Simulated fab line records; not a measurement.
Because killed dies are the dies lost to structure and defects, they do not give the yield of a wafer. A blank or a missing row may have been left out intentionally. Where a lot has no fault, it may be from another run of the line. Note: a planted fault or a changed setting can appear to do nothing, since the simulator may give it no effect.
Which tool was responsible? + flow gf180mcu + route of 602 steps, sampled at 1 step: 12 lots, 36 wafers

## WHAT THE GAUGES READ, wafer by wafer
GF_V3_THK_MEAS_01.
| lot  | measured     | on           | V3_CVD_00_THK (nm) |
|------|--------------|--------------|--------------------|
| L075 | day 21 06:10 | filmMetro-04 | 605 591 605        |
| L077 | day 22 05:35 | filmMetro-04 | 591 604 602        |
| L080 | day 23 11:08 | filmMetro-04 | 599 603 604        |
| L081 | day 24 05:01 | filmMetro-01 | 608 605 604        |
| L083 | day 25 07:40 | filmMetro-02 | 590 597 588        |
| L084 | day 25 16:31 | filmMetro-02 | 591 593 599        |
| L087 | day 26 04:59 | filmMetro-02 | 614 616 616        |
| L089 | day 26 17:53 | filmMetro-01 | 598 593 597        |
| L092 | day 27 08:37 | filmMetro-02 | 611 602 605        |
| L093 | day 27 19:35 | filmMetro-01 | 599 596 609        |
| L095 | day 28 14:43 | filmMetro-02 | 606 604 601        |
| L097 | day 29 02:31 | filmMetro-02 | 599 596 594        |

## TOOL THAT RAN EACH LOT (tool first, then ch and the chambers of the sampled wafers, then the start)
Before these readings, the record contains no process step.

## THE ANSWER, worked out from the rows above alone
Rule: the usual values come from the lots themselves. The widest of any qualifying gaps counts: lots, ordered by their means at a reading, are off when they make up no more than a third of the lots, leave a main group of 4 or more, and stand apart from it by 3 or more times the standard deviation of that group's means. If all means in a main group match to the digits the tables above print for the reading, that group is not used. Also off: a lot with no number at a reading for which 4 or more lots have one. Where the step has rows for the other lots, those lots are counted as sound.
Nothing can be told from this: no lot is off at any reading shown.

## WHAT THE SIMULATOR HAD PUT IN
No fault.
